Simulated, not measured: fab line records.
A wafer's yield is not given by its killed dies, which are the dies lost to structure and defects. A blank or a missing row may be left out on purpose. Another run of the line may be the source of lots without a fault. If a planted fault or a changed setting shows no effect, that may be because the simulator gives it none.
Problem report, 8D (eight disciplines) form, completed by code || flow sfq-line || the parts of the form that need people (team, actions taken, sign-off) are left out

1. WHAT WENT WRONG
run-length-s at SFQ_TRILAYER_R5_ETCH_METAL_ETCH_139 reads a mean of 77.9 s on 3 wafers of 3 lots; wafers without a fault read 68.4 s with a standard deviation of 0.32. Measured from the usual mean, that is +30 standard deviations.
The step: etches the open film in Cl2, stops on SiO2, target depth 60 nm, time 40 s.
First observed at day 60 16:37: wafer L850.1, on rie-metal-04. The record holds 18 wafers of 7 lots with a number at this step. Rule for "out" (also "out of limits"): further than 4 standard deviations from the usual mean. Any other wafer with a number is counted as sound.

2. WHAT IT IS; WHAT IT IS NOT
{"question": "which readings at this step", "is": "run-length-s, oes-product-au", "is not": "drypump-motor-current-A"}
{"question": "which lots", "is": "L850, L852, L854", "is not": "L845, L858, L861, L867"}
{"question": "which wafers of those lots", "is": "L850.1, L852.5, L854.1", "is not": "L850.2, L852.4, L854.2"}
{"question": "read on which tools", "is": "rie-metal-04", "is not": "rie-metal-03"}
{"question": "when", "is": "from day 60 16:37", "is not": "up to then (4 sound wafers); but 11 sound wafers of L852, L854, L858, L861, L867 came after"}

3. THE SUSPECTS, EACH WITH WHAT RULES IT OUT
Counting: a tool at a process step up to the reading stays a suspect if it ran every lot that is out. Sound lots after the first of them don't rule it out here, since some wafers of a struck lot are sound.
- rie-metal-04 at SFQ_TRILAYER_R5_BARC_OPEN_METAL_ETCH_177 (etches BARC in O2, target depth 125 nm, time 41.7 s): kept. It ran every lot that is out, first L850 (day 60 16:33).
- rie-metal-04 at SFQ_TRILAYER_R5_ETCH_METAL_ETCH_139 (etches the open film in Cl2, stops on SiO2, target depth 60 nm, time 40 s): kept. It ran every lot that is out, first L850 (day 60 16:37). Its own readings are out on those wafers: oes-product-au, run-length-s.
Remaining after the count are rie-metal-04 at SFQ_TRILAYER_R5_BARC_OPEN_METAL_ETCH_177 and rie-metal-04 at SFQ_TRILAYER_R5_ETCH_METAL_ETCH_139.

4. THE CAUSE (what the simulator had put in)
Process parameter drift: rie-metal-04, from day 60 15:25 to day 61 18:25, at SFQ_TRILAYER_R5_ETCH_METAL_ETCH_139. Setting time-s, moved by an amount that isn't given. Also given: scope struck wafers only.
Counting left 2 suspects, and this tool is among them.

5. THE CHAIN OF EFFECTS, in route order
Each row: a reading whose mean over the struck wafers that have a number lies more than 3 standard deviations from the usual. Only readings for which the record gives a usual standard deviation are gone through. hours: the time from each lot's start at the first step in this table that gives one to its start at this step, as a median over the lots. sigmas: the change in usual standard deviations.
{"hours": 0, "step": "SFQ_TRILAYER_R5_ETCH_METAL_ETCH_139", "reading": "oes-product-au", "usual": "0.992 a.u.", "on struck wafers": 0.875, "change": -0.117, "sigmas": -22}
{"hours": 0, "step": "SFQ_TRILAYER_R5_ETCH_METAL_ETCH_139", "reading": "run-length-s", "usual": "68.4 s", "on struck wafers": 77.9, "change": "+9.5", "sigmas": "+30"}
It contains these process steps:
- SFQ_TRILAYER_R5_ETCH_METAL_ETCH_139: etches the open film in Cl2, stops on SiO2, target depth 60 nm, time 40 s.

6. WHAT WOULD HAVE CAUGHT IT SOONER
In this record the first reading out of limits was taken at day 60 16:37, 1 hour after the fault began at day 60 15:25.
